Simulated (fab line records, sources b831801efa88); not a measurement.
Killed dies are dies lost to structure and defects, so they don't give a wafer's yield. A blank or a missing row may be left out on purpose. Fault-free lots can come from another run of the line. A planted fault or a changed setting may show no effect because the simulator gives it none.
Which tool did it? + flow gf180mcu + 12 lots, 36 wafers sampled, at 6 steps of a route of 602

## WHAT THE GAUGES SHOWED, per wafer
GF_POLY_GATE_OVL_MEAS_11.
| lot  | measured     | on         | POLY_GATE_OVL (nm) |
|------|--------------|------------|--------------------|
| L227 | day 9 05:17  | overlay-01 | 10 10 -2           |
| L228 | day 9 11:11  | overlay-01 | 3 2 0              |
| L229 | day 9 16:23  | overlay-02 | 4 7 1              |
| L230 | day 10 03:26 | overlay-01 | -3 5 6             |
| L239 | day 12 18:56 | overlay-01 | -7 -3 -2           |
| L240 | day 13 03:26 | overlay-01 | -2 -6 -1           |
| L241 | day 13 08:13 | overlay-01 | 4 11 3             |
| L242 | day 13 17:14 | overlay-01 | 4 6 -7             |
| L245 | day 14 13:47 | overlay-01 | -9 -2 -8           |
| L247 | day 15 04:22 | overlay-01 | 10 10 4            |
| L248 | day 15 07:42 | overlay-01 | -5 -1 -3           |
| L250 | day 16 00:56 | overlay-02 | 5 1 7              |

GF_HV_LDD_OVL_MEAS_20.
| lot  | measured     | on         | HV_LDD_01_OVL (nm) |
|------|--------------|------------|--------------------|
| L227 | day 10 19:28 | overlay-02 | 1.0 -1.6 -0.8      |
| L228 | day 11 00:38 | overlay-02 | -0.9 0.0 -1.0      |
| L229 | day 11 06:35 | overlay-02 | 1.5 0.6 1.4        |
| L230 | day 11 20:14 | overlay-02 | -0.8 -0.2 -1.1     |
| L239 | day 14 13:13 | overlay-01 | -1.8 0.6 -0.8      |
| L240 | day 14 22:44 | overlay-02 | -3.6 -3.4 -2.4     |
| L241 | day 15 03:29 | overlay-01 | -0.1 0.0 -1.3      |
| L242 | day 15 16:23 | overlay-01 | -1.4 -0.3 1.0      |
| L245 | day 16 09:25 | overlay-01 | -2.0 -1.5 -1.6     |
| L247 | day 17 03:28 | overlay-02 | -1.5 -1.8 0.0      |
| L248 | day 17 07:55 | overlay-01 | -0.4 -0.5 0.3      |
| L250 | day 18 05:02 | overlay-01 | -2.3 -2.8 -0.1     |

GF_HV_LDD_TW_MEAS_38.
| lot  | measured     | on            | HV_LDD_3_TW                   |
|------|--------------|---------------|-------------------------------|
| L227 | day 11 14:17 | film-metro-04 | 1460 1457 1457                |
| L228 | day 11 20:27 | film-metro-02 | 1440 1429 1436                |
| L229 | day 12 01:10 | film-metro-04 | 1868 1865 1860 1868 1870 1860 |
| L230 | day 12 16:51 | film-metro-03 | 1818 1819 1831 1822 1823 1821 |
| L239 | day 15 11:52 | film-metro-04 | 1465 1472 1459                |
| L240 | day 15 20:37 | film-metro-02 | 1428 1433 1434                |
| L241 | day 16 01:52 | film-metro-04 | 1457 1466 1459                |
| L242 | day 16 14:20 | film-metro-04 | 1452 1461 1461                |
| L245 | day 17 07:52 | film-metro-02 | 1431 1434 1438                |
| L247 | day 18 02:59 | film-metro-02 | 1431 1425 1430                |
| L248 | day 18 08:04 | film-metro-04 | 1469 1470 1460                |
| L250 | day 19 05:43 | film-metro-02 | 1432 1430 1432                |

GF_HV_LDD_RS_MEAS_53: measurement is done with a four-point probe.
| lot  | measured     | on            | HV_LDD_RS (ohm/sq)                  |
|------|--------------|---------------|-------------------------------------|
| L227 | day 12 09:43 | film-metro-03 | 417.6 417.8 418.7                   |
| L228 | day 12 16:16 | film-metro-03 | 419.2 419.3 418.8                   |
| L229 | day 12 20:56 | film-metro-04 | 346.6 345.7 346.1 345.8 345.9 346.0 |
| L230 | day 13 13:00 | film-metro-02 | 344.5 345.1 345.0 345.7 344.7 344.5 |
| L239 | day 16 08:58 | film-metro-04 | 418.1 418.4 418.3                   |
| L240 | day 16 19:04 | film-metro-02 | 418.3 418.7 419.6                   |
| L241 | day 16 23:50 | film-metro-02 | 418.7 418.1 417.9                   |
| L242 | day 17 13:20 | film-metro-02 | 418.6 418.1 417.5                   |
| L245 | day 18 07:10 | film-metro-04 | 417.1 418.7 417.8                   |
| L247 | day 19 03:08 | film-metro-02 | 419.1 418.4 420.0                   |
| L248 | day 19 07:35 | film-metro-04 | 416.2 417.5 417.6                   |
| L250 | day 20 06:13 | film-metro-04 | 420.1 418.8 419.2                   |

## WHICH TOOL RAN EACH LOT (tool, then ch and the chambers of the sampled wafers, then the start)
| lot  | GF_HV_LDD_STRIP_10                   | GF_HV_LDD_IMPLANT_36            |
|------|--------------------------------------|---------------------------------|
| L227 | plasma-asher-01 ch 0,1, day 10 01:49 | implanter-01 ch 0, day 11 14:02 |
| L228 | plasma-asher-01 ch 0, day 10 06:25   | implanter-01 ch 0, day 11 20:12 |
| L229 | plasma-asher-03 ch 0,1, day 10 12:37 | implanter-01 ch 0, day 12 00:55 |
| L230 | plasma-asher-01 ch 0,1, day 11 01:49 | implanter-01 ch 0, day 12 16:36 |
| L239 | plasma-asher-02 ch 0,1, day 13 16:43 | implanter-03 ch 0, day 15 11:37 |
| L240 | plasma-asher-03 ch 1, day 14 01:36   | implanter-02 ch 0, day 15 20:22 |
| L241 | plasma-asher-01 ch 0,1, day 14 06:19 | implanter-02 ch 0, day 16 01:37 |
| L242 | plasma-asher-01 ch 0,1, day 14 19:17 | implanter-01 ch 0, day 16 14:07 |
| L245 | plasma-asher-03 ch 0,1, day 15 12:30 | implanter-02 ch 0, day 17 07:37 |
| L247 | plasma-asher-03 ch 0,1, day 16 05:05 | implanter-01 ch 0, day 18 02:46 |
| L248 | plasma-asher-03 ch 1, day 16 10:34   | implanter-01 ch 0, day 18 07:49 |
| L250 | plasma-asher-03 ch 0,1, day 17 05:55 | implanter-01 ch 0, day 19 05:28 |
- GF_HV_LDD_STRIP_10: strips in O2/N2.
- GF_HV_LDD_IMPLANT_36

## WHAT THE TOOLS THEMSELVES READ (means of the sampled wafers that have a number; where no wafer has one, the mark that the record gives instead)
GF_HV_LDD_STRIP_10.
| lot  | tool            | drypump-motor-current-A (A) | heater-power-w (W) | oes-product-au (a.u.) | strip-time-to-endpoint-s (s) |
|------|-----------------|-----------------------------|--------------------|-----------------------|------------------------------|
| L227 | plasma-asher-01 | 5.7                         | 328                | 0.718                 | 12.63                        |
| L228 | plasma-asher-01 | 6.6                         | 305                | 0.716                 | 12.57                        |
| L229 | plasma-asher-03 | 5.5                         | 299                | 0.716                 | 12.62                        |
| L230 | plasma-asher-01 | 6.2                         | 316                | 0.716                 | 12.63                        |
| L239 | plasma-asher-02 | 5.4                         | 291                | 0.715                 | 12.65                        |
| L240 | plasma-asher-03 | 5.5                         | 306                | 0.716                 | 12.60                        |
| L241 | plasma-asher-01 | 6.2                         | 317                | 0.716                 | 12.59                        |
| L242 | plasma-asher-01 | 5.7                         | 324                | 0.715                 | 12.62                        |
| L245 | plasma-asher-03 | 5.5                         | 294                | 0.720                 | 12.65                        |
| L247 | plasma-asher-03 | 5.6                         | 294                | 0.714                 | 12.65                        |
| L248 | plasma-asher-03 | 5.5                         | 306                | 0.715                 | 12.66                        |
| L250 | plasma-asher-03 | 5.5                         | 298                | 0.715                 | 12.61                        |

GF_HV_LDD_IMPLANT_36.
| lot  | tool         | dose-ions-cm2 | faraday-current-uA |
|------|--------------|---------------|--------------------|
| L227 | implanter-01 | 7.498e+12     | 42.1               |
| L228 | implanter-01 | 7.502e+12     | 41.7               |
| L229 | implanter-01 | 4.176e+13     | 233.9              |
| L230 | implanter-01 | 4.177e+13     | 236.4              |
| L239 | implanter-03 | 7.500e+12     | 42.7               |
| L240 | implanter-02 | 7.492e+12     | 41.9               |
| L241 | implanter-02 | 7.506e+12     | 41.7               |
| L242 | implanter-01 | 7.505e+12     | 42.1               |
| L245 | implanter-02 | 7.509e+12     | 41.9               |
| L247 | implanter-01 | 7.501e+12     | 42.3               |
| L248 | implanter-01 | 7.499e+12     | 42.4               |
| L250 | implanter-01 | 7.497e+12     | 42.6               |

## THE ANSWER, worked out from the rows above alone
Rule: what is usual is taken from the lots themselves. The widest of any qualifying gaps counts: lots, ordered by their means at a reading, are off when they make up no more than a third of the lots, leave a main group of 4 or more, and stand apart from it by 3 or more times the standard deviation of that group's means. A main group is skipped when, at the precision printed for the reading in the tables above, its means are all equal. A lot without any number at a reading at which 4 lots or more have one is off too. All remaining lots with rows at the step are treated as sound. After the gauges, taken in route order, come the tools' own readings; for these a lot's mean is taken, as printed above. At the first step where some lot is off, the reading lying furthest off is the one used; lots without a number count as furthest.
Off: at GF_HV_LDD_TW_MEAS_38 (HV_LDD_3_TW), L229, L230. The main group has a mean of 1447 with a standard deviation of 15.
If a tool, at a process step before that reading, ran all the lots that are off and no sound lot after the first of them, it fits. The gauges at GF_HV_LDD_TW_MEAS_38 aren't tried: what is off there is off at GF_HV_LDD_IMPLANT_36 too, on other tools, and a gauge's error can't cause that. Not one of the candidates tried fits.

## WHAT HAD BEEN PUT IN BY THE SIMULATOR
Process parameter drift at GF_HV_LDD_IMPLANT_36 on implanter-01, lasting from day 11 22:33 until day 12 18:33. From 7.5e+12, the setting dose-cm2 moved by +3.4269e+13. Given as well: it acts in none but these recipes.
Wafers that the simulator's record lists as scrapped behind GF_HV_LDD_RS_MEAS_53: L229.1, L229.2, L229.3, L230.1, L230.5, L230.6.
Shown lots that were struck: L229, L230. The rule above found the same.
